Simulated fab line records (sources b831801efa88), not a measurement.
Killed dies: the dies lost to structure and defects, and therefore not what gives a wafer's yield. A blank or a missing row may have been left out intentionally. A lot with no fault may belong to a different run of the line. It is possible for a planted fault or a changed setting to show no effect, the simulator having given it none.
2 desks looking at one fault	flow sky130	each desk has only its own numbers; what lay behind them comes last

== FOR THE TOOL OWNER'S DESK: pvd-sputter-03 ==
The tool's own readings at SKY_LI_CONTACT_SPUTTER_19 (material Ti, target thk 20 nm, time 106.37 s): means of the sampled wafers that have a number, for each lot that ran on this tool. The brackets show how far a lot's mean lies from the usual mean; more than 4 standard deviations puts the lot out of limits, marked OUT.
Columns: A = chamber-pressure-pa at SKY_LI_CONTACT_SPUTTER_19, usual 5.002 Pa; B = throttle-valve-pct at SKY_LI_CONTACT_SPUTTER_19, usual 30.0 %
lot	first seen here	A	B
L661	day 29 16:38	5.011	29.5
L669	day 32 01:02	4.999	30.7
L672	day 32 18:55	4.997	30.2
L673	day 33 08:31	4.917 (-8.9) OUT	31.6
L675	day 34 05:12	4.822 (-19) OUT	31.2
This desk's verdict: out of limits on L673, L675, starting with L673 at day 33 08:31 (chamber-pressure-pa at SKY_LI_CONTACT_SPUTTER_19). In limits: L661, L669, L672.

== METROLOGY DESK ==
Means of the sampled wafers that have a number, per lot and without regard to the tool the lot ran on: this is what the gauges read. The brackets show how far a lot's mean lies from the usual mean; more than 4 standard deviations puts the lot out of limits, marked OUT.
Columns: A = LOCAL_INTERCONNECT_TIN_RS at SKY_LOCAL_INTERCONNECT_RS_MEAS_01, usual 14.14 ohm/sq
lot	first seen here	A
L662	day 29 14:58	14.11
L661	day 29 17:33	14.24
L668	day 31 16:10	14.03
L669	day 32 01:53	14.10
L672	day 32 19:47	14.13
L673	day 33 09:20	13.74
L675	day 34 06:01	14.45
L679	day 34 20:08	14.30
L680	day 35 05:52	13.97
L681	day 35 11:46	14.17
L682	day 35 15:29	14.18
L683	day 35 21:16	14.16
L684	day 36 07:53	14.12
This desk found nothing out of limits on any of the 13 lots.

== ALL TOGETHER ==
On L673, L675, at day 33 08:31, an alarm was possible from the tool owner's desk.
At the metrology desk, nothing out of limits was observed.
The metrology desk has L673, L675 on record, within its limits.
Every lot named ran SKY_LI_CONTACT_SPUTTER_19 on pvd-sputter-03.

== WHAT THE SIMULATOR HAD PUT IN ==
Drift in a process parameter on pvd-sputter-03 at SKY_LI_CONTACT_SPUTTER_19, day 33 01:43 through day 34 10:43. From 5, the setting chamber-pressure-pa moved by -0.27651. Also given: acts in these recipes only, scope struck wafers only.
Shown lots that were struck: L673, L675.
How many hours passed from the start of the fault until each desk's first out-of-limits reading: the tool owner's desk, 7.
